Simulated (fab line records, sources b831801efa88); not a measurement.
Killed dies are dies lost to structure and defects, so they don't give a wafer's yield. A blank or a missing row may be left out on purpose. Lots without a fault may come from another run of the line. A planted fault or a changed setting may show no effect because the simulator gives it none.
fab line records | flow sky130
record lots=24 wafers=72 last_day=50
route steps=708 shown CAPM@541 METAL3@565 VIA3@576 METAL4@632 METAL5@661 PASSIVATION@693
lots that met no fault: from a run of the same line without faults
start_h: hours from the record's first day to the start of the lot's first wafer shown | wait_h: hours since the lot's step before | " the same as in the row above | L1.1+2: a row that stands for several wafers | - no value, or no start given | * or withheld: withheld | < > ~ a bound
route shown NAME@n: a module of which the file shows steps, and the number in the route of the first | usual: mean/standard deviation of fault-free wafers | same: alike in all rows | chamber/n: place in a boat | sites: the reading at each site | _std_site: their standard deviation | _edge_site: outer sites' mean less inner sites' | radius_mm: how far each site lies from the wafer's centre | mask NAME#n: copy n | behind: the tool/chamber that last shaped the wafer | hold: why the lot was held/for how many hours/how that ended | device: the transistor (n, p or np) that didn't switch | end of line: the same wafers' tests at the end of the route | a step without rows: its recipe alone | killed: dies lost to structure and defects at the first sort, not the wafer's yield | map: a wafer's dies, x killed, . not, _ none there
set.NAME: the setting as run; set.NAME@STEP: as run at that earlier step | model.NAME: the simulator's own value behind a step, which no gauge read
steps of the route over a sample of lots; a table a step, a row a wafer
services: from which hour (start_h, from the record's first day; less than 0 if before it) a tool's chamber was out of use, for how many hours, and why
## steps
# step SKY_CAPM_THK_MEAS_04
# recipe thk_meas_gauge=xrf reads=TiN_of_CAPM_SPUTTER_02
# usual CAPM_TIN_THK=198.9/2.7
# columns lot.wafer tool chamber start_h wait_h CAPM_TIN_THK[nm]
L074.3 film_metro-04 - 839.74 0.1 198.3
L074.5 " - " " 196.5
L074.6 " - " " 200.2
L075.1 film_metro-04 - 850.14 0.1 201.7
L075.4 " - " " 200.6
L075.6 " - " " 200.8
L078.1 film_metro-04 - 892.54 0.1 203.5
L078.3 " - " " 199.6
L078.6 " - " " 205.1
L076.1 film_metro-04 - 893.24 0.1 196.4
L076.2 " - " " 194.2
L076.6 " - " " 198.6
L077.1 film_metro-04 - 894.14 0.1 198.9
L077.4 " - " " 203.1
L077.5 " - " " 198.3
L080.2 film_metro-02 - 901.83 0.1 199.5
L080.5 " - " " 202.7
L080.6 " - " " 199.2
L079.3 film_metro-04 - 903.46 0.1 195.6
L079.4 " - " " 194.3
L079.5 " - " " 197.6
L082.2 film_metro-02 - 909.67 0.1 200.2
L082.5 " - " " 202.0
L082.6 " - " " 201.6
L081.3 film_metro-01 - 912.66 0.1 199.1
L081.5 " - " " 196.3
L081.6 " - " " 198.3
L084.1 film_metro-02 - 918.07 0.1 198.6
L084.5 " - " " 203.9
L084.6 " - " " 201.1
L083.1 film_metro-04 - 922.48 0.1 197.9
L083.2 " - " " 197.6
L083.4 " - " " 192.1
L085.3 film_metro-04 - 927.27 0.1 199.1
L085.5 " - " " 194.6
L085.6 " - " " 199.1
L086.1 film_metro-01 - 929.72 0.1 198.3
L086.2 " - " " 196.3
L086.4 " - " " 199.9
L087.2 film_metro-02 - 941.77 0.1 193.5
L087.3 " - " " 199.2
L087.5 " - " " 194.4
L088.1 film_metro-04 - 941.98 0.1 200.5
L088.2 " - " " 202.2
L088.4 " - " " 199.8
L089.2 film_metro-01 - 952.63 0.1 201.2
L089.5 " - " " 200.8
L089.6 " - " " 198.9
L090.2 film_metro-02 - 962.27 0.1 204.1
L090.4 " - " " 197.8
L090.5 " - " " 202.4
L091.3 film_metro-02 - 966.02 0.1 194.5
L091.4 " - " " 198.3
L091.5 " - " " 194.4
L092.2 film_metro-02 - 977.60 0.1 201.1
L092.4 " - " " 202.6
L092.6 " - " " 200.2
L093.1 film_metro-01 - 985.04 0.1 199.5
L093.2 " - " " 202.9
L093.6 " - " " 201.3
L094.1 film_metro-02 - 988.58 0.1 197.4
L094.3 " - " " 197.8
L094.6 " - " " 198.9
L095.1 film_metro-01 - 992.26 0.1 198.4
L095.3 " - " " 195.8
L095.5 " - " " 192.8
L096.3 film_metro-02 - 1004.66 0.1 198.7
L096.5 " - " " 199.8
L096.6 " - " " 199.0
L097.1 film_metro-01 - 1006.45 0.1 197.9
L097.2 " - " " 198.8
L097.5 " - " " 198.2
# step SKY_METAL3_DESCUM_15
# recipe chemistry=O2 source_power_w=150 bias_power_w=0 pressure_mtorr=10 temp_c=40 time_s=8
# usual drypump_motor_current_A=5.38/0.28 oes_product_au=1.001/0.013 rf_fwd_power_W=147.0/0.73
# columns lot.wafer tool chamber start_h wait_h drypump_motor_current_A oes_product_au rf_fwd_power_W rf_hours_counter_h
L074.3 rie_metal-03 1 892.35 0.0 5.34 0.978 146.9 -
L074.5 " 0 " " 5.50 1.008 146.9 -
L074.6 " 1 " " 5.36 0.994 146.5 -
L075.1 rie_metal-01 1 904.04 0.0 5.84 1.022 148.1 7
L075.4 " 0 " " 5.00 0.981 146.0 -
L075.6 " 1 " " 5.81 1.027 148.1 -
L078.1 rie_metal-01 0 941.85 0.0 5.03 0.990 146.3 10
L078.3 " 0 " " 5.01 0.972 146.0 -
L078.6 " 1 " " 5.80 1.035 148.3 -
L076.1 rie_metal-04 1 942.79 0.0 5.05 1.010 147.4 6
L076.2 " 0 " " 5.62 1.010 146.6 8
L076.6 " 1 " " 5.05 1.006 146.5 -
L077.1 rie_metal-03 1 943.60 0.0 5.35 0.991 146.2 4
L077.4 " 0 " " 5.46 1.006 148.5 -
L077.5 " 1 " " 5.31 0.975 146.0 -
L080.2 rie_metal-04 0 951.38 0.0 5.60 1.015 146.4 9
L080.5 " 0 " " 5.64 1.008 146.8 -
L080.6 " 1 " " 5.04 0.995 146.3 -
L079.3 rie_metal-04 1 953.25 0.0 5.06 1.009 146.5 -
L079.4 " 0 " " 5.65 1.019 147.3 -
L079.5 " 1 " " 5.07 1.011 147.6 -
L082.2 rie_metal-04 0 959.05 0.0 5.61 1.013 146.6 9
L082.5 " 0 " " 5.62 0.998 147.2 -
L082.6 " 1 " " 5.06 0.983 147.0 -
L081.3 rie_metal-03 1 961.79 0.0 5.33 1.000 147.2 -
L081.5 " 0 " " 5.48 1.018 146.9 -
L081.6 " 1 " " 5.32 0.994 147.3 -
L084.1 rie_metal-03 1 967.05 0.0 5.34 0.986 147.4 5
L084.5 " 0 " " 5.44 1.008 146.3 -
L084.6 " 1 " " 5.33 0.984 147.4 -
L083.1 rie_metal-01 0 971.44 0.0 5.00 0.983 146.2 12
L083.2 " 1 " " 5.82 1.023 148.4 11
L083.4 " 1 " " 5.83 1.026 148.3 -
L085.3 rie_metal-01 0 977.51 0.0 5.01 0.980 145.3 -
L085.5 " 1 " " 5.82 1.016 148.0 -
L085.6 " 0 " " 5.03 0.991 146.5 -
L086.1 rie_metal-04 0 979.34 0.0 5.63 1.017 146.3 10
L086.2 " 1 " " 5.06 0.992 146.1 7
L086.4 " 1 " " 5.05 0.995 147.0 -
L087.2 rie_metal-04 1 990.08 0.0 5.06 1.001 146.7 8
L087.3 " 1 " " 5.04 0.998 147.1 -
L087.5 " 1 " " 5.05 1.000 146.9 -
L088.1 rie_metal-03 1 991.38 0.0 5.35 0.995 146.9 6
L088.2 " 0 " " 5.49 1.010 147.1 11
L088.4 " 0 " " 5.47 1.010 147.3 -
L089.2 rie_metal-01 1 1001.09 0.0 5.81 1.022 148.2 12
L089.5 " 0 " " 5.03 0.987 146.3 -
L089.6 " 1 " " 5.81 1.021 148.3 -
L090.2 rie_metal-04 1 1009.85 0.0 5.06 1.005 147.5 9
L090.4 " 0 " " 5.64 0.997 147.4 -
L090.5 " 1 " " 5.05 0.996 146.9 -
L091.3 rie_metal-03 0 1012.71 0.0 5.47 1.007 146.4 -
L091.4 " 1 " " 5.31 1.005 146.7 -
L091.5 " 1 " " 5.31 0.997 147.3 -
L092.2 rie_metal-03 0 1024.58 0.0 5.46 1.002 146.8 13
L092.4 " 1 " " 5.35 0.998 147.7 -
L092.6 " 1 " " 5.34 0.998 147.0 -
L093.1 rie_metal-01 1 1032.39 0.0 5.81 1.026 148.7 14
L093.2 " 0 " " 5.01 1.001 146.9 16
L093.6 " 1 " " 5.81 1.013 148.3 -
L094.1 rie_metal-01 1 1034.43 0.0 5.84 1.010 148.2 15
L094.3 " 1 " " 5.84 1.009 148.0 -
L094.6 " 1 " " 5.83 1.014 149.2 -
L095.1 rie_metal-03 0 1037.63 0.0 5.43 1.012 145.8 14
L095.3 " 1 " " 5.34 0.997 147.1 -
L095.5 " 0 " " 5.45 1.004 146.5 -
L096.3 rie_metal-04 1 1051.16 0.0 5.02 1.004 146.8 -
L096.5 " 0 " " 5.61 1.010 146.4 -
L096.6 " 1 " " 5.05 0.998 147.1 -
L097.1 rie_metal-03 1 1052.95 0.0 5.35 0.990 146.8 10
L097.2 " 0 " " 5.47 1.001 147.3 15
L097.5 " 0 " " 5.50 0.999 147.6 -
# step SKY_VIA3_BOW_MEAS_03
# recipe mode=bow
# usual VIA3_BOW=80/7.7
# columns lot.wafer tool chamber start_h wait_h VIA3_BOW[um]
L074.3 film_metro-02 - 893.83 0.1 67
L074.5 " - " " 67
L074.6 " - " " 70
L075.1 film_metro-04 - 905.49 0.2 76
L075.4 " - " " 74
L075.6 " - " " 62
L078.1 film_metro-03 - 943.34 0.2 77
L078.3 " - " " 75
L078.6 " - " " 90
L076.1 film_metro-03 - 944.25 0.1 90
L076.2 " - " " 75
L076.6 " - " " 83
L077.1 film_metro-02 - 945.05 0.1 85
L077.4 " - " " 73
L077.5 " - " " 77
L080.2 film_metro-02 - 952.84 0.2 73
L080.5 " - " " 65
L080.6 " - " " 69
L079.3 film_metro-04 - 954.77 0.1 89
L079.4 " - " " 86
L079.5 " - " " 87
L082.2 film_metro-04 - 960.58 0.2 71
L082.5 " - " " 70
L082.6 " - " " 77
L081.3 film_metro-03 - 963.84 0.1 85
L081.5 " - " " 76
L081.6 " - " " 79
L084.1 film_metro-02 - 968.90 0.2 81
L084.5 " - " " 81
L084.6 " - " " 77
L083.1 film_metro-04 - 972.96 0.2 79
L083.2 " - " " 64
L083.4 " - " " 65
L085.3 film_metro-03 - 978.99 0.3 85
L085.5 " - " " 77
L085.6 " - " " 77
L086.1 film_metro-03 - 981.13 0.2 83
L086.2 " - " " 87
L086.4 " - " " 82
L087.2 film_metro-03 - 991.54 0.3 85
L087.3 " - " " 78
L087.5 " - " " 77
L088.1 film_metro-04 - 993.00 0.2 85
L088.2 " - " " 90
L088.4 " - " " 86
L089.2 film_metro-02 - 1002.77 0.2 93
L089.5 " - " " 88
L089.6 " - " " 82
L090.2 film_metro-02 - 1011.80 0.1 85
L090.4 " - " " 74
L090.5 " - " " 86
L091.3 film_metro-02 - 1014.47 0.3 79
L091.4 " - " " 75
L091.5 " - " " 75
L092.2 film_metro-03 - 1026.10 0.3 93
L092.4 " - " " 94
L092.6 " - " " 82
L093.1 film_metro-04 - 1033.91 0.1 71
L093.2 " - " " 74
L093.6 " - " " 82
L094.1 film_metro-03 - 1035.92 0.1 89
L094.3 " - " " 92
L094.6 " - " " 80
L095.1 film_metro-02 - 1039.43 0.1 78
L095.3 " - " " 68
L095.5 " - " " 84
L096.3 film_metro-02 - 1052.95 0.2 89
L096.5 " - " " 93
L096.6 " - " " 100
L097.1 film_metro-02 - 1054.71 0.2 79
L097.2 " - " " 70
L097.5 " - " " 84
# step SKY_METAL4_ETCH_16
# recipe chemistry=N2/H2 target=BARC ion_energy_ev=200 bias_w=100 pressure_mtorr=30 n2_flow_sccm=100 h2_flow_sccm=200 icp_w=500 stop_on=SiO2 time_s=88.2 target_depth_a=600
# usual drypump_motor_current_A=5.44/0.24 oes_product_au=0.628/0.0048 rf_fwd_power_W=496.8/1.9 throttle_valve_pct=13.203/0.0087
# columns lot.wafer tool chamber start_h wait_h drypump_motor_current_A oes_product_au rf_fwd_power_W rf_hours_counter_h throttle_valve_pct
L074.3 rie_metal-03 0 970.77 0.0 5.49 0.640 498.5 - 13.207
L074.5 " 0 " " 5.47 0.622 498.5 - 13.218
L074.6 " 1 " " 5.38 0.626 502.1 - 13.194
L075.1 rie_metal-01 0 981.63 0.0 5.02 0.623 496.0 13 13.197
L075.4 " 1 " " 5.82 0.622 494.2 - 13.213
L075.6 " 1 " " 5.80 0.632 495.1 - 13.211
L078.1 rie_metal-02 1 1017.63 0.0 5.47 0.629 498.3 16 13.209
L078.3 " 0 " " 5.64 0.629 499.7 - 13.195
L078.6 " 0 " " 5.66 0.625 497.5 - 13.215
L076.1 rie_metal-03 0 1018.58 0.0 5.48 0.628 498.1 13 13.191
L076.2 " 1 " " 5.33 0.634 497.6 8 13.202
L076.6 " 1 " " 5.36 0.631 495.0 - 13.204
L077.1 rie_metal-03 1 1019.58 0.0 5.35 0.638 497.7 8 13.214
L077.4 " 1 " " 5.35 0.628 495.7 - 13.202
L077.5 " 1 " " 5.36 0.631 494.0 - 13.198
L080.2 rie_metal-02 0 1026.03 0.0 5.62 0.621 496.3 16 13.213
L080.5 " 0 " " 5.62 0.627 496.2 - 13.210
L080.6 " 1 " " 5.50 0.629 499.9 - 13.209
L079.3 rie_metal-01 1 1028.27 0.0 5.81 0.627 498.2 - 13.190
L079.4 " 0 " " 5.04 0.622 495.0 - 13.212
L079.5 " 0 " " 5.04 0.617 495.2 - 13.192
L082.2 rie_metal-02 1 1033.58 0.0 5.43 0.626 498.5 17 13.193
L082.5 " 0 " " 5.63 0.624 495.9 - 13.216
L082.6 " 1 " " 5.47 0.634 497.5 - 13.206
L081.3 rie_metal-01 0 1036.22 0.0 5.00 0.630 494.6 - 13.184
L081.5 " 0 " " 5.02 0.638 495.5 - 13.204
L081.6 " 1 " " 5.82 0.623 499.1 - 13.192
L084.1 rie_metal-03 1 1040.38 0.0 5.36 0.629 493.6 9 13.205
L084.5 " 1 " " 5.36 0.626 497.9 - 13.214
L084.6 " 0 " " 5.46 0.629 497.9 - 13.208
L083.1 rie_metal-03 1 1045.83 0.0 5.35 0.622 495.8 10 13.209
L083.2 " 0 " " 5.47 0.628 496.9 14 13.210
L083.4 " 0 " " 5.46 0.630 496.7 - 13.202
L085.3 rie_metal-02 1 1050.59 0.0 5.52 0.630 499.1 - 13.204
L085.5 " 0 " " 5.61 0.629 499.9 - 13.211
L085.6 " 1 " " 5.48 0.623 498.0 - 13.192
L086.1 rie_metal-03 1 1052.63 0.0 5.36 0.628 495.4 10 13.202
L086.2 " 0 " " 5.49 0.634 497.0 15 13.212
L086.4 " 1 " " 5.35 0.621 495.8 - 13.209
L087.2 rie_metal-03 1 1062.18 0.0 5.36 0.628 499.4 11 13.211
L087.3 " 1 " " 5.34 0.627 497.1 - 13.203
L087.5 " 1 " " 5.35 0.620 496.0 - 13.217
L088.1 rie_metal-01 1 1062.48 0.0 5.82 0.625 497.3 16 13.211
L088.2 " 0 " " 5.03 0.625 494.7 18 13.210
L088.4 " 1 " " 5.82 0.635 496.1 - 13.196
L089.2 rie_metal-03 1 1072.53 0.0 5.38 0.626 494.3 11 13.192
L089.5 " 0 " " 5.50 0.627 496.9 - 13.194
L089.6 " 1 " " 5.36 0.631 495.6 - 13.201
L090.2 rie_metal-01 1 1080.84 0.0 5.82 0.615 499.3 18 13.203
L090.4 " 1 " " 5.81 0.639 497.6 - 13.202
L090.5 " 1 " " 5.82 0.626 496.7 - 13.212
L091.3 rie_metal-02 1 1083.93 0.1 5.44 0.625 497.9 - 13.200
L091.4 " 1 " " 5.44 0.615 498.4 - 13.204
L091.5 " 1 " " 5.43 0.625 497.0 - 13.199
L092.2 rie_metal-01 0 1094.29 0.0 5.03 0.631 492.7 20 13.206
L092.4 " 0 " " 5.04 0.628 494.8 - 13.213
L092.6 " 1 " " 5.82 0.627 499.6 - 13.224
L093.1 rie_metal-01 0 1101.28 0.0 5.04 0.637 491.3 20 13.202
L093.2 " 1 " " 5.81 0.635 495.8 19 13.194
L093.6 " 0 " " 5.04 0.617 493.4 - 13.208
L094.1 rie_metal-03 0 1102.89 0.0 5.48 0.619 495.4 18 13.193
L094.3 " 0 " " 5.48 0.624 498.3 - 13.200
L094.6 " 0 " " 5.49 0.629 495.2 - 13.190
L095.1 rie_metal-03 0 1105.18 0.0 5.47 0.621 497.3 19 13.201
L095.3 " 0 " " 5.48 0.627 496.8 - 13.193
L095.5 " 0 " " 5.44 0.630 498.1 - 13.202
L096.3 rie_metal-01 1 1118.07 0.0 5.84 0.625 499.5 - 13.197
L096.5 " 0 " " 5.03 0.627 495.1 - 13.201
L096.6 " 1 " " 5.84 0.624 497.8 - 13.199
L097.1 rie_metal-03 0 1120.63 0.0 5.44 0.629 495.8 20 13.203
L097.2 " 1 " " 5.33 0.632 497.0 15 13.200
L097.5 " 0 " " 5.50 0.625 494.7 - 13.223
# step SKY_METAL5_SPUTTER_00
# recipe material=Ti target_thk_nm=15 power_w=3000 time_s=10 chamber_pressure_pa=0.4
# usual throttle_valve_pct=29.9/1.6
# columns lot.wafer tool chamber start_h wait_h throttle_valve_pct
L074.3 pvd_sputter-03 - 996.37 0.2 30.9
L074.5 " - " " 30.1
L074.6 " - " " 29.3
L075.1 pvd_sputter-02 - 1007.71 0.2 31.7
L075.4 " - " " 25.9
L075.6 " - " " 31.7
L078.1 pvd_sputter-03 - 1043.17 0.2 30.6
L078.3 " - " " 29.9
L078.6 " - " " 29.3
L076.1 pvd_sputter-02 - 1044.75 0.1 28.7
L076.2 " - " " 30.1
L076.6 " - " " 25.8
L077.1 pvd_sputter-01 - 1045.79 0.1 31.0
L077.4 " - " " 31.9
L077.5 " - " " 31.2
L080.2 pvd_sputter-03 - 1052.31 0.2 30.7
L080.5 " - " " 30.0
L080.6 " - " " 30.7
L079.3 pvd_sputter-03 - 1055.31 0.2 30.7
L079.4 " - " " 30.2
L079.5 " - " " 29.3
L082.2 pvd_sputter-03 - 1058.89 0.1 30.8
L082.5 " - " " 30.0
L082.6 " - " " 29.4
L081.3 pvd_sputter-01 - 1060.94 0.2 30.9
L081.5 " - " " 29.3
L081.6 " - " " 30.8
L084.1 pvd_sputter-01 - 1065.12 0.2 30.6
L084.5 " - " " 30.9
L084.6 " - " " 29.0
L083.1 pvd_sputter-01 - 1069.32 0.1 30.5
L083.2 " - " " 29.0
L083.4 " - " " 32.0
L085.3 pvd_sputter-03 - 1075.50 0.2 30.0
L085.5 " - " " 29.7
L085.6 " - " " 29.1
L086.1 pvd_sputter-02 - 1076.79 0.2 29.0
L086.2 " - " " 30.4
L086.4 " - " " 25.7
L087.2 pvd_sputter-02 - 1085.58 0.1 30.3
L087.3 " - " " 31.9
L087.5 " - " " 30.1
L088.1 pvd_sputter-03 - 1086.18 0.2 29.8
L088.2 " - " " 29.0
L088.4 " - " " 30.9
L089.2 pvd_sputter-01 - 1096.61 0.1 31.7
L089.5 " - " " 31.1
L089.6 " - " " 31.8
L090.2 pvd_sputter-01 - 1104.47 0.2 30.4
L090.4 " - " " 30.7
L090.5 " - " " 29.1
L091.3 pvd_sputter-02 - 1107.23 0.2 30.3
L091.4 " - " " 30.2
L091.5 " - " " 25.9
L092.2 pvd_sputter-02 - 1117.98 0.1 30.0
L092.4 " - " " 30.3
L092.6 " - " " 25.6
L093.1 pvd_sputter-02 - 1125.43 0.2 28.8
L093.2 " - " " 31.9
L093.6 " - " " 28.7
L094.1 pvd_sputter-02 - 1126.32 0.2 26.0
L094.3 " - " " 31.8
L094.6 " - " " 29.0
L095.1 pvd_sputter-02 - 1128.38 0.2 28.7
L095.3 " - " " 31.5
L095.5 " - " " 25.9
L096.3 pvd_sputter-01 - 1140.41 0.2 30.6
L096.5 " - " " 31.7
L096.6 " - " " 31.0
L097.1 pvd_sputter-03 - 1143.45 0.2 30.9
L097.2 " - " " 30.2
L097.5 " - " " 29.2
# step SKY_PASSIVATION_STRIP_12
# recipe chemistry=O2/N2 power_w=1400 pressure_mtorr=1500 platen_temp_c=withheld overash_fraction=0.7 o2_flow_sccm=3000 n2_flow_sccm=300
# usual drypump_motor_current_A=5.7/0.44 oes_product_au=0.661/0.0048 strip_time_to_endpoint_s=31.49/0.14
# columns lot.wafer tool chamber start_h wait_h drypump_motor_current_A oes_product_au rf_hours_counter_h strip_time_to_endpoint_s
L074.3 plasma_asher-04 1 1043.64 0.1 6.0 0.654 - 31.45
L074.5 " 1 " " 6.0 0.661 - 31.46
L074.6 " 0 " " 6.0 0.663 - 31.48
L075.1 plasma_asher-04 0 1054.85 0.1 5.9 0.669 30 31.06
L075.4 " 1 " " 6.0 0.662 - 31.27
L075.6 " 1 " " 6.1 0.663 - 31.16
L078.1 plasma_asher-04 0 1086.50 0.1 6.0 0.666 33 31.27
L078.3 " 1 " " 6.1 0.656 - 31.49
L078.6 " 0 " " 6.0 0.653 - 31.50
L077.1 plasma_asher-04 0 1088.73 0.1 6.0 0.663 33 31.28
L077.4 " 1 " " 6.0 0.659 - 31.27
L077.5 " 1 " " 6.0 0.662 - 31.39
L076.1 plasma_asher-02 1 1088.80 0.1 5.2 0.659 65 31.40
L076.2 " 0 " " 5.2 0.659 65 31.40
L076.6 " 0 " " 5.2 0.664 - 31.43
L080.2 plasma_asher-03 0 1095.53 0.1 6.4 0.666 95 31.64
L080.5 " 0 " " 6.5 0.656 - 31.43
L080.6 " 1 " " 5.8 0.658 - 31.49
L079.3 plasma_asher-03 0 1098.49 0.1 6.5 0.668 - 31.37
L079.4 " 1 " " 5.8 0.671 - 31.45
L079.5 " 1 " " 5.9 0.660 - 31.39
L082.2 plasma_asher-04 1 1102.45 0.1 6.0 0.658 35 31.63
L082.5 " 0 " " 6.0 0.672 - 31.65
L082.6 " 1 " " 6.0 0.659 - 31.77
L081.3 plasma_asher-03 0 1104.49 0.1 6.5 0.658 - 31.47
L081.5 " 0 " " 6.5 0.663 - 31.55
L081.6 " 1 " " 5.9 0.658 - 31.61
L084.1 plasma_asher-02 0 1107.05 0.1 5.2 0.663 67 31.50
L084.5 " 1 " " 5.2 0.655 - 31.66
L084.6 " 0 " " 5.2 0.653 - 31.71
L083.1 plasma_asher-04 1 1110.65 0.1 6.0 0.659 35 31.15
L083.2 " 0 " " 6.0 0.668 35 31.43
L083.4 " 1 " " 6.0 0.652 - 31.22
L085.3 plasma_asher-02 0 1118.66 0.1 5.2 0.652 - 31.50
L085.5 " 0 " " 5.2 0.658 - 31.53
L085.6 " 1 " " 5.1 0.658 - 31.65
L086.1 plasma_asher-02 0 1119.65 0.1 5.2 0.657 68 31.29
L086.2 " 1 " " 5.2 0.658 68 31.53
L086.4 " 0 " " 5.2 0.659 - 31.46
L087.2 plasma_asher-02 0 1127.95 0.1 5.2 0.661 69 31.57
L087.3 " 0 " " 5.2 0.660 - 31.53
L087.5 " 0 " " 5.2 0.664 - 31.43
L088.1 plasma_asher-03 0 1128.40 0.1 6.5 0.670 99 31.57
L088.2 " 1 " " 5.9 0.654 99 31.63
L088.4 " 1 " " 5.9 0.667 - 31.65
L089.2 plasma_asher-04 1 1137.93 0.1 6.0 0.664 38 31.32
L089.5 " 1 " " 6.0 0.653 - 31.61
L089.6 " 0 " " 5.9 0.658 - 31.47
L090.2 plasma_asher-04 1 1145.15 0.1 6.0 0.652 39 31.31
L090.4 " 1 " " 6.0 0.663 - 31.30
L090.5 " 0 " " 6.0 0.663 - 31.48
L091.3 plasma_asher-04 0 1147.99 0.1 6.0 0.669 - 31.52
L091.4 " 1 " " 6.0 0.657 - 31.67
L091.5 " 0 " " 6.0 0.667 - 31.46
L092.2 plasma_asher-04 0 1155.65 0.1 5.9 0.667 40 31.41
L092.4 " 1 " " 6.0 0.658 - 31.47
L092.6 " 0 " " 5.9 0.658 - 31.35
L093.1 plasma_asher-02 1 1162.65 0.1 5.2 0.663 72 31.62
L093.2 " 0 " " 5.2 0.666 72 31.57
L093.6 " 0 " " 5.2 0.656 - 31.60
L094.1 plasma_asher-02 0 1163.30 0.1 5.2 0.654 72 31.72
L094.3 " 0 " " 5.2 0.651 - 31.71
L094.6 " 1 " " 5.1 0.661 - 31.64
L095.1 plasma_asher-02 0 1166.08 0.1 5.2 0.665 73 31.46
L095.3 " 1 " " 5.1 0.656 - 31.62
L095.5 " 1 " " 5.1 0.663 - 31.53
L096.3 plasma_asher-04 0 1175.06 0.1 6.0 0.657 - 31.68
L096.5 " 1 " " 6.0 0.665 - 31.57
L096.6 " 0 " " 6.0 0.653 - 31.73
L097.1 plasma_asher-02 0 1178.10 0.1 5.2 0.656 74 31.44
L097.2 " 1 " " 5.1 0.659 74 31.51
L097.5 " 0 " " 5.2 0.667 - 31.57
## services
# columns tool chamber start_h hours kind
rie_metal-01 - 872.11 2.8 pm
pvd_sputter-03 - 889.20 6.1 repair
rie_metal-02 1 911.44 6.3 repair
plasma_asher-04 - 948.13 12.4 repair
pvd_sputter-03 - 950.59 4.6 repair
pvd_sputter-02 0 958.13 - consumable_replace:kit
pvd_sputter-02 0 958.13 18.0 scheduled_down
pvd_sputter-02 0 958.13 18.0 vent_cycle
plasma_asher-03 - 997.67 2.7 repair
plasma_asher-02 - 1072.64 0.5 repair
pvd_sputter-01 - 1075.31 11.5 repair
pvd_sputter-03 - 1079.40 2.8 repair
rie_metal-02 0 1080.40 10.2 repair
rie_metal-04 1 1086.94 7.9 repair
pvd_sputter-03 - 1091.87 2.5 repair
rie_metal-03 - 1095.73 2.8 pm
pvd_sputter-02 3 1104.03 - consumable_replace:kit
pvd_sputter-02 3 1104.03 18.0 scheduled_down
rie_metal-04 - 1112.97 0.6 repair
plasma_asher-03 - 1137.22 2.8 pm
plasma_asher-04 - 1155.92 2.3 repair
rie_metal-02 1 1158.01 20.7 repair
plasma_asher-03 - 1167.48 8.2 repair
rie_metal-01 - 1174.73 14.6 pm
## key
fault none
